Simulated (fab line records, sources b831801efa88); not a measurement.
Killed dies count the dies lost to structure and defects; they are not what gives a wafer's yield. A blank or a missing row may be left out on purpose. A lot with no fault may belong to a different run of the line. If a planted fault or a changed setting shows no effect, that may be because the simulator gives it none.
Which tool was responsible? :: flow sky130 :: Sampling: 6 lots, 18 wafers, 3 of 708 route steps

WHAT THE GAUGES READ, wafer by wafer
SKY_SD_P_CD_MEAS_07: the cd target is 380 nm.
lot: L305
measured: day 25 20:47
on: cd_sem-02
cd_nm (nm): 383 383 380

lot: L310
measured: day 28 01:05
on: cd_sem-01
cd_nm (nm): 383 384 382

lot: L312
measured: day 28 08:54
on: cd_sem-01
cd_nm (nm): 376 378 379

lot: L317
measured: day 30 04:23
on: cd_sem-01
cd_nm (nm): 381 378 378

lot: L322
measured: day 31 23:12
on: cd_sem-01
cd_nm (nm): 380 379 382

lot: L327
measured: day 33 19:47
on: cd_sem-01
cd_nm (nm): 381 379 380

WHICH TOOL RAN EACH LOT (tool, then ch and the chambers of the sampled wafers, then the start)
lot: L305
SKY_POLY_CUT_STRIP_12: plasma_asher-03 ch 0,1, day 24 16:42
SKY_SD_P_EXPOSE_04: iline_stepper-01 ch 0, day 25 07:29

lot: L310
SKY_POLY_CUT_STRIP_12: plasma_asher-01 ch 0,1, day 26 20:31
SKY_SD_P_EXPOSE_04: iline_stepper-01 ch 0, day 27 10:50

lot: L312
SKY_POLY_CUT_STRIP_12: plasma_asher-01 ch 0,1, day 27 04:09
SKY_SD_P_EXPOSE_04: iline_stepper-01 ch 0, day 27 19:08

lot: L317
SKY_POLY_CUT_STRIP_12: plasma_asher-03 ch 1, day 29 00:10
SKY_SD_P_EXPOSE_04: iline_stepper-01 ch 0, day 29 14:31

lot: L322
SKY_POLY_CUT_STRIP_12: plasma_asher-03 ch 0,1, day 30 20:03
SKY_SD_P_EXPOSE_04: iline_stepper-02 ch 0, day 31 10:09

lot: L327
SKY_POLY_CUT_STRIP_12: plasma_asher-04 ch 0, day 32 17:07
SKY_SD_P_EXPOSE_04: iline_stepper-01 ch 0, day 33 06:10
- SKY_POLY_CUT_STRIP_12: strips in O2/N2.
- SKY_SD_P_EXPOSE_04: exposes mask PSDM, target cd 380 nm.

THE ANSWER, worked out from the rows above alone
Rule: usual is defined by the lots themselves. The widest of any qualifying gaps counts: lots, ordered by their means at a reading, are off when they make up no more than a third of the lots, leave a main group of 4 or more, and stand apart from it by 3 or more times the standard deviation of that group's means. Not used: any main group whose means are identical at the precision the tables above print for the reading. Also off: a lot with no number at a reading for which 4 or more lots have one. The other lots that the step has rows for count as sound.
Nothing can be told from this: no lot is off at any reading shown.

WHAT HAD BEEN PUT IN BY THE SIMULATOR
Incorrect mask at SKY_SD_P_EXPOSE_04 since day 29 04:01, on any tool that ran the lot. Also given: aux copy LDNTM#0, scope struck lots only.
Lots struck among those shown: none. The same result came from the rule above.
